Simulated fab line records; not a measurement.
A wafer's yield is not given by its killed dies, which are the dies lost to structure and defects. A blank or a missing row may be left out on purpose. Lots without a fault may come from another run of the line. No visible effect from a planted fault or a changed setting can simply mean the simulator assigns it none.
Which of the tools did it? :: flow sky130 :: 6 lots with 18 wafers sampled at 3 steps, on a route of 708 steps

## WHAT THE GAUGES READ, wafer by wafer
SKY_GATE_OXIDE_THK_MEAS_02.
lot: L611
measured: day 13 22:37
on: film-metro-02
GATE_OXIDE_OXIDATION_00_THK (nm): 10.76 10.73 10.82

lot: L615
measured: day 14 22:49
on: film-metro-02
GATE_OXIDE_OXIDATION_00_THK (nm): 9.67 9.81 9.72

lot: L622
measured: day 17 01:05
on: film-metro-04
GATE_OXIDE_OXIDATION_00_THK (nm): 5.91 5.92 6.17

lot: L624
measured: day 17 23:15
on: film-metro-03
GATE_OXIDE_OXIDATION_00_THK (nm): 10.32 10.27 10.19

lot: L629
measured: day 19 13:03
on: film-metro-02
GATE_OXIDE_OXIDATION_00_THK (nm): 10.02 10.21 10.11

lot: L632
measured: day 21 04:55
on: film-metro-04
GATE_OXIDE_OXIDATION_00_THK (nm): 9.75 10.04 10.02

## EACH LOT AND THE TOOL THAT RAN IT (in order: tool; ch and the chambers of the sampled wafers; start)
lot: L611
SKY_VT_ADJUST_NCORE_STRIP_10: plasma-asher-04 ch 0,1, day 9 08:38
SKY_GATE_OXIDE_OXIDATION_01: furnace-01 ch 0, day 13 21:12

lot: L615
SKY_VT_ADJUST_NCORE_STRIP_10: plasma-asher-03 ch 0,1, day 10 11:47
SKY_GATE_OXIDE_OXIDATION_01: furnace-02 ch 0, day 14 21:25

lot: L622
SKY_VT_ADJUST_NCORE_STRIP_10: plasma-asher-01 ch 0,1, day 12 08:31
SKY_GATE_OXIDE_OXIDATION_01: furnace-01 ch 0, day 16 23:40

lot: L624
SKY_VT_ADJUST_NCORE_STRIP_10: plasma-asher-01 ch 0,1, day 12 21:52
SKY_GATE_OXIDE_OXIDATION_01: furnace-02 ch 0, day 17 21:49

lot: L629
SKY_VT_ADJUST_NCORE_STRIP_10: plasma-asher-01 ch 0,1, day 14 12:23
SKY_GATE_OXIDE_OXIDATION_01: furnace-02 ch 0, day 19 11:38

lot: L632
SKY_VT_ADJUST_NCORE_STRIP_10: plasma-asher-03 ch 0,1, day 15 22:31
SKY_GATE_OXIDE_OXIDATION_01: furnace-02 ch 0, day 21 03:29
- SKY_VT_ADJUST_NCORE_STRIP_10: strips in O2/N2.
- SKY_GATE_OXIDE_OXIDATION_01: stabilise 600 s, purge 300 s, target thk 10.268 nm.

## THE ANSWER, worked out from the rows above alone
Rule: what is usual is taken from the lots themselves. Put in order of their means at a reading, lots are off if they are a third of the lots or fewer, leave a main group of 4 or more, and stand apart from it by a gap of 3 or more times the standard deviation of the main group's means; of several such gaps the widest counts. A main group is skipped when, at the precision printed for the reading in the tables above, its means are all equal. Also off: a lot with no number at a reading for which 4 or more lots have one. The other lots that the step has rows for count as sound.
Off: L622, at SKY_GATE_OXIDE_THK_MEAS_02 (GATE_OXIDE_OXIDATION_00_THK). The main group has a mean of 10.16 nm with a standard deviation of 0.35.
If a tool, at a process step before that reading, ran all the lots that are off and no sound lot after the first of them, it fits. Gauges at SKY_GATE_OXIDE_THK_MEAS_02: tried the same way as those tools. One fits: SKY_GATE_OXIDE_OXIDATION_01 on furnace-01. A fault onset in the window from L611 (day 13 21:12, its last sound lot) to L622 (day 16 23:40, its first lot off) fits.

## WHAT THE SIMULATOR PUT IN
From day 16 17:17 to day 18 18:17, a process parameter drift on furnace-01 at SKY_GATE_OXIDE_OXIDATION_01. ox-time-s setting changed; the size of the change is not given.
Shown lots that were struck: L622. The rule above found the same.
